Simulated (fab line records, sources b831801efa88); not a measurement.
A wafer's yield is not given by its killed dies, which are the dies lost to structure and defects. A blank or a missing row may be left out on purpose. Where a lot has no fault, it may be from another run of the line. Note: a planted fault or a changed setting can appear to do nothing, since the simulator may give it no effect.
fab line records	flow sky130	part 1 of 2: steps 1 to 27 of 36
record lots=5	wafers=15	lastDay=49
route steps=708 shown LOCAL_INTERCONNECT@397 CONTACT@406
lots that met no fault: taken from a fault-free run of the same line
startH: hours from the record's first day to the start of the lot's first wafer shown	waitH: time in hours since the lot's previous step	" unchanged from the row above	L1.1+2: several wafers, shown together as one row	- no value present, or no start provided	* or withheld: withheld	< > ~ a bound
route shown NAME@n: NAME is a module with steps in the file, n the number in the route of the first one	usual: mean and standard deviation over wafers with no fault	same: alike in all rows	chamber/n: place in a boat	sites: per-site readings	_std_site: how widely they spread, as a standard deviation	_edge_site: inner sites' mean taken away from outer sites' mean	radiusMm: for every site, how far away it sits from the centre of the wafer	mask NAME#n: copy n	behind: tool/chamber where the wafer was last shaped	hold: what put the lot on hold/how long, in hours/how the hold closed	device: the n, p or np transistor that did not switch	end of line: tests run on the same wafers once the route is complete	where a step has no rows: the recipe by itself	killed: count of dies lost to structure and defects at first sort (not the wafer's yield)	map: the dies of a wafer, with x for killed, . for not killed, _ for no die there
set.NAME: the setting that was run; set.NAME@STEP: the one run at that earlier step	model.NAME: the simulator's own value behind a step, which no gauge read
certain route steps with their lots: each step a table, each wafer a row
services: a tool's chamber out of use, with start hour (startH, from the record's first day; less than 0 if before it), hours out, and reason
## steps
# step SKY_LOCAL_INTERCONNECT_DEVELOP_10
# recipe developTimeS=60	resist=KrF-thick	devTempC=21
lot.wafer	tool	chamber	startH	waitH
L074.1+4+5	lithoTrack-01	0	-	-
L078.1+2+3	lithoTrack-04	0	-	-
L084.1+4+6	lithoTrack-02	0	-	-
L086.1+3+4	lithoTrack-02	0	-	-
L094.1+2+5	lithoTrack-02	0	-	-
# step SKY_LOCAL_INTERCONNECT_CD_MEAS_11
# recipe targetCdNm=170
# usual cdNm=169.9/1.3
lot.wafer	tool	chamber	startH	waitH	cdNm
L074.1	cdSem-02	-	722.36	-	169.5
L074.4	"	-	"	"	170.2
L074.5	"	-	"	"	169.8
L078.1	cdSem-02	-	751.58	-	168.6
L078.2	"	-	"	"	169.2
L078.3	"	-	"	"	168.0
L084.1	cdSem-01	-	809.60	-	168.8
L084.4	"	-	"	"	169.6
L084.6	"	-	"	"	171.2
L086.1	cdSem-02	-	811.70	-	170.0
L086.3	"	-	"	"	172.3
L086.4	"	-	"	"	172.7
L094.1	cdSem-02	-	861.50	-	170.8
L094.2	"	-	"	"	172.5
L094.5	"	-	"	"	171.5
# step SKY_LOCAL_INTERCONNECT_OVL_MEAS_12
# usual LOCAL_INTERCONNECT_OVL=-1/5.3
lot.wafer	tool	chamber	startH	waitH	LOCAL_INTERCONNECT_OVL[nm]
L074.1	overlay-01	-	722.50	0.1	-5
L074.4	"	-	"	"	1
L074.5	"	-	"	"	-7
L078.1	overlay-01	-	751.70	0.1	-5
L078.2	"	-	"	"	-1
L078.3	"	-	"	"	-2
L084.1	overlay-02	-	809.72	0.1	7
L084.4	"	-	"	"	5
L084.6	"	-	"	"	2
L086.1	overlay-02	-	811.82	0.1	-6
L086.3	"	-	"	"	1
L086.4	"	-	"	"	-1
L094.1	overlay-01	-	861.62	0.1	-4
L094.2	"	-	"	"	0
L094.5	"	-	"	"	-12
# step SKY_LOCAL_INTERCONNECT_ETCH_13
# recipe chemistry=N2/H2	target=BARC	ionEnergyEv=200	biasW=100	pressureMtorr=30	n2FlowSccm=100	h2FlowSccm=200	icpW=500	stopOn=SiO2	timeS=45.9	targetDepthA=600
# usual drypumpMotorCurrentA=5.5/0.36	oesProductAu=0.854/0.005	rfFwdPowerW=494.2/2.6	throttleValvePct=13.225/0.0082
# same timeS=45.9
lot.wafer	tool	chamber	startH	waitH	drypumpMotorCurrentA	oesProductAu	rfFwdPowerW	rfHoursCounterH	throttleValvePct
L074.1	rieMetal-02	1	722.54	0.0	5.7	0.852	498.2	5	13.238
L074.4	"	0	"	"	4.9	0.851	491.7	-	13.218
L074.5	"	0	"	"	4.8	0.853	493.2	-	13.222
L078.1	rieMetal-03	1	751.73	0.0	5.1	0.861	499.5	3	13.230
L078.2	"	1	"	"	5.1	0.855	497.9	-	13.209
L078.3	"	1	"	"	5.1	0.854	497.0	-	13.212
L084.1	rieMetal-02	1	809.75	0.0	5.7	0.848	493.3	8	13.237
L084.4	"	0	"	"	4.8	0.850	494.7	-	13.242
L084.6	"	0	"	"	4.8	0.842	492.4	-	13.231
L086.1	rieMetal-02	0	811.85	0.0	4.8	0.850	494.8	14	13.217
L086.3	"	0	"	"	4.8	0.852	494.1	-	13.228
L086.4	"	1	"	"	5.8	0.855	494.7	-	13.222
L094.1	rieMetal-03	1	861.65	0.0	5.1	0.855	497.3	7	13.234
L094.2	"	0	"	"	5.6	0.854	494.7	3	13.219
L094.5	"	0	"	"	5.5	0.854	494.3	-	13.223
# step SKY_LOCAL_INTERCONNECT_METAL_ETCH_14
# recipe targetDepthNm=110	stopOn=PSG	chemistry=Cl2/BCl3	target=TiN	resistSidewallDeg=88	pressureMtorr=10	icpW=900	biasW=48.5	Cl2_flow_sccm=60	bcl3FlowSccm=30	timeS=31.4
# usual drypumpMotorCurrentA=5.5/0.36	oesProductAu=0.938/0.0065	rfFwdPowerW=887/5.2	throttleValvePct=21.902/0.011
# same timeS=31.4
lot.wafer	tool	chamber	startH	waitH	drypumpMotorCurrentA	oesProductAu	rfFwdPowerW	rfHoursCounterH	throttleValvePct
L074.1	rieMetal-02	1	722.60	0.0	5.7	0.947	884	5	21.901
L074.4	"	0	"	"	4.8	0.936	885	-	21.906
L074.5	"	0	"	"	4.8	0.939	885	-	21.890
L078.1	rieMetal-03	1	751.86	0.1	5.1	0.943	898	4	21.885
L078.2	"	1	"	"	5.1	0.958	896	-	21.894
L078.3	"	1	"	"	5.1	0.937	897	-	21.905
L084.1	rieMetal-02	1	809.82	0.0	5.7	0.937	889	8	21.894
L084.4	"	0	"	"	4.8	0.935	884	-	21.907
L084.6	"	0	"	"	4.8	0.934	885	-	21.899
L086.1	rieMetal-02	0	811.92	0.0	4.8	0.941	882	14	21.909
L086.3	"	0	"	"	4.8	0.939	881	-	21.902
L086.4	"	1	"	"	5.7	0.939	890	-	21.891
L094.1	rieMetal-03	1	861.72	0.0	5.1	0.943	890	7	21.899
L094.2	"	0	"	"	5.5	0.941	891	3	21.914
L094.5	"	0	"	"	5.5	0.945	889	-	21.878
# step SKY_LOCAL_INTERCONNECT_STRIP_15
# recipe chemistry=O2/N2	powerW=1400	pressureMtorr=1500	platenTempC=withheld	o2FlowSccm=3000	n2FlowSccm=300	overashFraction=0.5
# usual drypumpMotorCurrentA=5.8/0.3	oesProductAu=0.427/0.0043	stripTimeToEndpointS=4.719/0.024
lot.wafer	tool	chamber	startH	waitH	drypumpMotorCurrentA	oesProductAu	rfHoursCounterH	stripTimeToEndpointS
L074.1	plasmaAsher-02	1	722.65	0.0	5.8	0.432	105	4.742
L074.4	"	1	"	"	5.8	0.424	-	4.737
L074.5	"	1	"	"	5.8	0.429	-	4.759
L078.1	plasmaAsher-01	1	751.96	0.1	5.4	0.425	35	4.703
L078.2	"	0	"	"	5.5	0.427	35	4.706
L078.3	"	0	"	"	5.5	0.427	-	4.721
L084.1	plasmaAsher-04	0	809.87	0.0	5.7	0.423	99	4.731
L084.4	"	1	"	"	6.3	0.427	-	4.731
L084.6	"	0	"	"	5.8	0.430	-	4.726
L086.1	plasmaAsher-04	1	811.97	0.0	6.3	0.425	99	4.765
L086.3	"	0	"	"	5.8	0.427	-	4.782
L086.4	"	1	"	"	6.3	0.426	-	4.764
L094.1	plasmaAsher-04	1	861.77	0.0	6.3	0.423	105	4.681
L094.2	"	0	"	"	5.8	0.422	105	4.673
L094.5	"	0	"	"	5.8	0.427	-	4.674
# step SKY_LOCAL_INTERCONNECT_STRIP_16
# recipe chemistry=postEtchResidueRemover	timeS=1200	tempC=72.5
# usual tempC=72.49/0.13
# same timeS=1200
lot.wafer	tool	chamber	startH	waitH	tempC
L074.1	wetBench-02	0	722.75	0.1	72.65
L074.4	"	0	"	"	72.58
L074.5	"	0	"	"	72.71
L078.1	wetBench-01	2	752.06	0.1	72.35
L078.2	"	2	"	"	72.26
L078.3	"	2	"	"	72.58
L084.1	wetBench-01	2	809.97	0.1	72.64
L084.4	"	2	"	"	72.53
L084.6	"	2	"	"	72.60
L086.1	wetBench-01	0	812.07	0.1	72.60
L086.3	"	0	"	"	72.56
L086.4	"	0	"	"	72.55
L094.1	wetBench-01	0	861.87	0.1	72.39
L094.2	"	0	"	"	72.31
L094.5	"	0	"	"	72.32
# step SKY_LOCAL_INTERCONNECT_CLEAN_17
# recipe chemistry=IPA	timeS=180	tempC=25
# usual tempC=24.99/0.11
# same timeS=180
lot.wafer	tool	chamber	startH	waitH	tempC
L074.1	wetBench-01	2	723.10	0.0	25.08
L074.4	"	2	"	"	25.09
L074.5	"	2	"	"	25.08
L078.1	wetBench-04	0	752.41	0.0	25.05
L078.2	"	0	"	"	25.10
L078.3	"	0	"	"	25.05
L084.1	wetBench-04	1	810.31	0.0	25.01
L084.4	"	1	"	"	25.04
L084.6	"	1	"	"	24.92
L086.1	wetBench-02	2	812.41	0.0	24.98
L086.3	"	2	"	"	24.93
L086.4	"	2	"	"	24.84
L094.1	wetBench-04	2	862.24	0.0	24.91
L094.2	"	2	"	"	24.99
L094.5	"	2	"	"	24.94
# step SKY_LOCAL_INTERCONNECT_CLEAN_18
# recipe chemistry=O3/DIW	dry=n2Spin
lot.wafer	tool	chamber	startH	waitH
L074.1+4+5	wetBench-02	2	723.15	0.0
L078.1+2+3	wetBench-02	3	752.46	0.0
L084.1+4+6	wetBench-01	3	810.37	0.0
L086.1+3+4	wetBench-01	1	812.47	0.0
L094.1+2+5	wetBench-01	1	862.30	0.0
# step SKY_CONTACT_CVD_00
# recipe material=Si3N4	targetThkNm=75	tempC=400	timeS=withheld	rfW=450
# usual heaterPowerW=729/160	rfFwdPowerW=444.5/1.7
lot.wafer	tool	chamber	startH	waitH	heaterPowerW	rfFwdPowerW
L074.1	pecvd-01	1	723.25	0.0	644	447.1
L074.4	"	0	"	"	699	448.1
L074.5	"	2	"	"	898	444.9
L078.1	pecvd-01	2	752.56	0.0	887	444.8
L078.2	"	1	"	"	702	444.5
L078.3	"	0	"	"	640	445.9
L084.1	pecvd-02	1	810.46	0.0	728	445.3
L084.4	"	1	"	"	738	444.7
L084.6	"	0	"	"	566	443.5
L086.1	pecvd-01	2	812.56	0.0	842	443.6
L086.3	"	1	"	"	652	446.1
L086.4	"	2	"	"	840	440.7
L094.1	pecvd-01	2	862.40	0.0	919	443.3
L094.2	"	0	"	"	623	443.5
L094.5	"	0	"	"	604	445.5
# step SKY_CONTACT_THK_MEAS_01
# recipe reads=Si3N4_of_CONTACT_CVD_00
# usual CONTACT_CVD_00_THK=75.2/0.96
lot.wafer	tool	chamber	startH	waitH	CONTACT_CVD_00_THK[nm]
L074.1	filmMetro-04	-	723.28	-	74.5
L074.4	"	-	"	"	75.5
L074.5	"	-	"	"	76.1
L078.1	filmMetro-04	-	752.59	-	72.8
L078.2	"	-	"	"	73.2
L078.3	"	-	"	"	73.2
L084.1	filmMetro-04	-	810.49	-	76.1
L084.4	"	-	"	"	75.5
L084.6	"	-	"	"	76.1
L086.1	filmMetro-02	-	812.60	-	74.3
L086.3	"	-	"	"	74.5
L086.4	"	-	"	"	76.2
L094.1	filmMetro-04	-	862.46	-	74.3
L094.2	"	-	"	"	73.3
L094.5	"	-	"	"	75.7
# step SKY_CONTACT_HDPCVD_02
# recipe material=SiO2	targetThkNm=565	sigmaOpenFrac=0.3	timeS=94.2	tempC=600	sih4FlowSccm=60	pressureMtorr=6
# same timeS=94.2
lot.wafer	tool	chamber	startH	waitH
L074.1+4+5	hdpcvd-02	0,1,2	723.34	0.1
L078.1+2+3	hdpcvd-01	2,1,0	752.65	0.1
L084.1+4+6	hdpcvd-02	2,0,0	810.55	0.1
L086.1+3+4	hdpcvd-02	0,0,2	812.66	0.1
L094.1+2+5	hdpcvd-02	1,0,2	862.52	0.1
# step SKY_CONTACT_THK_MEAS_03
# recipe reads=SiO2_of_CONTACT_HDPCVD_02
# usual CONTACT_HDPCVD_THK=565/7.1
lot.wafer	tool	chamber	startH	waitH	CONTACT_HDPCVD_THK[nm]
L074.1	filmMetro-02	-	723.41	0.0	560
L074.4	"	-	"	"	565
L074.5	"	-	"	"	570
L078.1	filmMetro-01	-	752.72	0.0	571
L078.2	"	-	"	"	561
L078.3	"	-	"	"	562
L084.1	filmMetro-01	-	810.66	0.1	564
L084.4	"	-	"	"	553
L084.6	"	-	"	"	557
L086.1	filmMetro-04	-	812.76	0.1	560
L086.3	"	-	"	"	555
L086.4	"	-	"	"	569
L094.1	filmMetro-04	-	862.59	0.0	570
L094.2	"	-	"	"	566
L094.5	"	-	"	"	568
# step SKY_CONTACT_CMP_04
# recipe material=SiO2	downForcePsi=4	platenRpm=60	padVelocityMS=0.94248
# usual motorCurrentA=11.9/1.3	retainingRingPressureFrac=1.000/0.0046	timeToEndpointS=84/5.5
lot.wafer	tool	chamber	startH	waitH	motorCurrentA	retainingRingPressureFrac	timeToEndpointS
L074.1	cmp-01	1	723.52	0.1	10.8	0.989	83
L074.4	"	2	"	"	11.5	1.002	89
L074.5	"	1	"	"	11.9	0.999	82
L078.1	cmp-02	3	752.78	0.1	11.4	0.999	86
L078.3	"	0	"	"	13.1	0.999	87
L078.2	"	1	"	"	13.1	1.003	87
L084.1	cmp-01	1	810.72	0.1	11.4	1.002	81
L084.4	"	0	"	"	11.4	1.001	79
L084.6	"	2	"	"	11.0	0.994	83
L086.1	cmp-01	3	812.82	0.1	12.6	0.999	77
L086.3	"	0	"	"	11.7	1.002	76
L086.4	"	2	"	"	11.4	1.002	84
L094.1	cmp-02	1	862.65	0.1	13.4	1.002	86
L094.2	"	3	"	"	11.2	0.997	83
L094.5	"	2	"	"	9.8	1.001	79
# step SKY_CONTACT_BOW_MEAS_05
# recipe mode=bow
# usual CONTACT_BOW=80/6.9
lot.wafer	tool	chamber	startH	waitH	CONTACT_BOW[um]
L074.1	filmMetro-04	-	723.77	0.2	79
L074.4	"	-	"	"	72
L074.5	"	-	"	"	88
L078.1	filmMetro-01	-	753.08	0.2	76
L078.2	"	-	"	"	84
L078.3	"	-	"	"	90
L084.1	filmMetro-02	-	811.02	0.2	73
L084.4	"	-	"	"	69
L084.6	"	-	"	"	83
L086.1	filmMetro-04	-	813.12	0.2	93
L086.3	"	-	"	"	85
L086.4	"	-	"	"	89
L094.1	filmMetro-04	-	862.95	0.2	68
L094.2	"	-	"	"	80
L094.5	"	-	"	"	78
# step SKY_CONTACT_DEHYDRATE_06
# recipe tempC=200	timeS=60
# same timeS=60
lot.wafer	tool	chamber	startH	waitH
L074.1+4+5	lithoTrack-02	0	737.15	13.4
L078.1+2+3	lithoTrack-03	0	766.23	13.1
L084.1+4+6	lithoTrack-02	0	824.00	13.0
L086.1+3+4	lithoTrack-01	0	825.36	12.2
L094.1+2+5	lithoTrack-01	0	875.31	12.3
# step SKY_CONTACT_HMDS_07
# recipe primeTimeS=60	primeTempC=120
lot.wafer	tool	chamber	startH	waitH
L074.1+4+5	lithoTrack-02	0	737.30	0.1
L078.1+2+3	lithoTrack-03	0	766.38	0.1
L084.1+4+6	lithoTrack-02	0	824.15	0.1
L086.1+3+4	lithoTrack-01	0	825.51	0.1
L094.1+2+5	lithoTrack-01	0	875.46	0.1
# step SKY_CONTACT_COAT_08
# recipe resist=BARC	tempC=withheld	timeS=withheld	spinRpm=3000	resistThkNm=60
lot.wafer	tool	chamber	startH	waitH
L074.1+4+5	lithoTrack-02	0	737.45	0.1
L078.1+2+3	lithoTrack-03	0	766.53	0.1
L084.1+4+6	lithoTrack-02	0	824.30	0.1
L086.1+3+4	lithoTrack-01	0	825.66	0.1
L094.1+2+5	lithoTrack-01	0	875.61	0.1
# step SKY_CONTACT_COAT_09
# recipe resist=KrF-thick	spinRpm=3000	resistThkNm=450
lot.wafer	tool	chamber	startH	waitH
L074.1+4+5	lithoTrack-02	0	-	-
L078.1+2+3	lithoTrack-03	0	-	-
L084.1+4+6	lithoTrack-02	0	-	-
L086.1+3+4	lithoTrack-01	0	-	-
L094.1+2+5	lithoTrack-01	0	-	-
# step SKY_CONTACT_SOFTBAKE_10
# recipe tempC=100	timeS=90	resist=KrF-thick
# same timeS=90
lot.wafer	tool	chamber	startH	waitH
L074.1+4+5	lithoTrack-02	0	-	-
L078.1+2+3	lithoTrack-03	0	-	-
L084.1+4+6	lithoTrack-02	0	-	-
L086.1+3+4	lithoTrack-01	0	-	-
L094.1+2+5	lithoTrack-01	0	-	-
# step SKY_CONTACT_EXPOSE_11
# recipe maskId=CTM1	na=0.8	sourceShape=annular	sigmaInner=0.55	sigmaOuter=0.85	targetCdNm=170	doseMj=38
lot.wafer	tool	chamber	startH	waitH	mask
L074.1+4+5	krfScanner-01	0	-	-	CTM1#0
L078.1+2+3	krfScanner-02	0	-	-	CTM1#0
L084.1+4+6	krfScanner-01	0	-	-	CTM1#0
L086.1+3+4	krfScanner-02	0	-	-	CTM1#0
L094.1+2+5	krfScanner-02	0	-	-	CTM1#0
# step SKY_CONTACT_PEB_12
# recipe pebTempC=withheld	pebTimeS=withheld	resist=KrF-thick
lot.wafer	tool	chamber	startH	waitH
L074.1+4+5	lithoTrack-02	0	-	-
L078.1+2+3	lithoTrack-02	0	-	-
L084.1+4+6	lithoTrack-02	0	-	-
L086.1+3+4	lithoTrack-03	0	-	-
L094.1+2+5	lithoTrack-01	0	-	-
# step SKY_CONTACT_DEVELOP_13
# recipe developTimeS=60	resist=KrF-thick	devTempC=21
lot.wafer	tool	chamber	startH	waitH
L074.1+4+5	lithoTrack-02	0	-	-
L078.1+2+3	lithoTrack-02	0	-	-
L084.1+4+6	lithoTrack-02	0	-	-
L086.1+3+4	lithoTrack-03	0	-	-
L094.1+2+5	lithoTrack-01	0	-	-
# step SKY_CONTACT_CD_MEAS_14
# recipe targetCdNm=170
# usual cdNm=170.0/1.5
lot.wafer	tool	chamber	startH	waitH	cdNm
L074.1	cdSem-02	-	750.75	-	169.7
L074.4	"	-	"	"	169.1
L074.5	"	-	"	"	171.3
L078.1	cdSem-01	-	779.75	-	168.3
L078.2	"	-	"	"	168.2
L078.3	"	-	"	"	168.7
L084.1	cdSem-01	-	837.40	-	167.0
L084.4	"	-	"	"	168.4
L084.6	"	-	"	"	167.8
L086.1	cdSem-01	-	839.18	-	168.8
L086.3	"	-	"	"	167.7
L086.4	"	-	"	"	167.7
L094.1	cdSem-02	-	888.41	-	169.9
L094.2	"	-	"	"	170.6
L094.5	"	-	"	"	169.0
# step SKY_CONTACT_OVL_MEAS_15
# usual CONTACT_OVL=4/6.1
lot.wafer	tool	chamber	startH	waitH	CONTACT_OVL[nm]
L074.1	overlay-01	-	750.87	0.1	10
L074.4	"	-	"	"	4
L074.5	"	-	"	"	8
L078.1	overlay-01	-	779.87	0.1	7
L078.2	"	-	"	"	-8
L078.3	"	-	"	"	-1
L084.1	overlay-01	-	837.52	0.1	5
L084.4	"	-	"	"	10
L084.6	"	-	"	"	12
L086.1	overlay-02	-	839.30	0.1	2
L086.3	"	-	"	"	2
L086.4	"	-	"	"	-1
L094.1	overlay-01	-	888.53	0.1	2
L094.2	"	-	"	"	8
L094.5	"	-	"	"	-3
# step SKY_CONTACT_ETCH_16
# recipe chemistry=N2/H2	target=BARC	ionEnergyEv=200	sourceW=500	biasW=100	pressureMtorr=30	n2FlowSccm=100	h2FlowSccm=200	stopOn=SiO2	timeS=45.9	targetDepthA=600
# usual drypumpMotorCurrentA=6.0/0.36	oesProductAu=0.854/0.0047	rfFwdPowerW=495.4/2.1	throttleValvePct=13.226/0.0082
# same timeS=45.9
lot.wafer	tool	chamber	startH	waitH	drypumpMotorCurrentA	oesProductAu	rfFwdPowerW	rfHoursCounterH	throttleValvePct
L074.1	rieDiel-03	3	750.90	0.0	6.2	0.859	493.3	3	13.212
L074.4	"	1	"	"	6.0	0.852	496.4	10	13.210
L074.5	"	0	"	"	5.5	0.847	494.4	-	13.237
L078.1	rieDiel-01	0	779.90	0.0	6.0	0.858	497.6	13	13.230
L078.2	"	1	"	"	6.6	0.857	496.4	8	13.206
L078.3	"	3	"	"	5.8	0.861	495.5	10	13.224
L084.1	rieDiel-04	0	837.55	0.0	6.6	0.856	494.3	18	13.220
L084.4	"	3	"	"	5.9	0.852	491.0	16	13.226
L084.6	"	3	"	"	5.9	0.845	494.4	-	13.229
L086.1	rieDiel-01	2	839.33	0.0	6.5	0.854	494.8	24	13.234
L086.3	"	3	"	"	5.8	0.861	496.0	13	13.220
L086.4	"	1	"	"	6.7	0.853	497.8	10	13.239
L094.1	rieDiel-03	1	888.57	0.0	6.0	0.859	497.2	15	13.242
L094.2	"	2	"	"	5.8	0.858	491.8	11	13.231
L094.5	"	1	"	"	6.0	0.862	497.2	-	13.229
# step SKY_CONTACT_ETCH_17
# recipe target=SiO2	chemistry=C4F8/O2/Ar	stopOn=Si3N4	maskMaterial=KrF-thick	sourceW=1500	biasW=1200	pressureMtorr=40	c4f8FlowSccm=withheld	O2_flow_sccm=6	Ar_flow_sccm=300	timeS=withheld	targetDepthA=3400
# usual oesProductAu=0.891/0.0053	rfFwdPowerW=1489/5
lot.wafer	tool	chamber	startH	waitH	oesProductAu	rfFwdPowerW
L074.1	rieDiel-03	3	750.95	0.0	0.892	1492
L074.4	"	1	"	"	0.889	1479
L074.5	"	0	"	"	0.894	1486
L078.1	rieDiel-01	0	779.95	0.0	0.895	1497
L078.2	"	1	"	"	0.893	1491
L078.3	"	3	"	"	0.887	1490
L084.1	rieDiel-04	0	837.60	0.0	0.889	1488
L084.4	"	3	"	"	0.887	1480
L084.6	"	3	"	"	0.884	1484
L086.1	rieDiel-01	2	839.38	0.0	0.890	1480
L086.3	"	3	"	"	0.888	1492
L086.4	"	1	"	"	0.895	1497
L094.1	rieDiel-03	1	888.61	0.0	0.896	1485
L094.2	"	2	"	"	0.892	1482
L094.5	"	1	"	"	0.884	1488
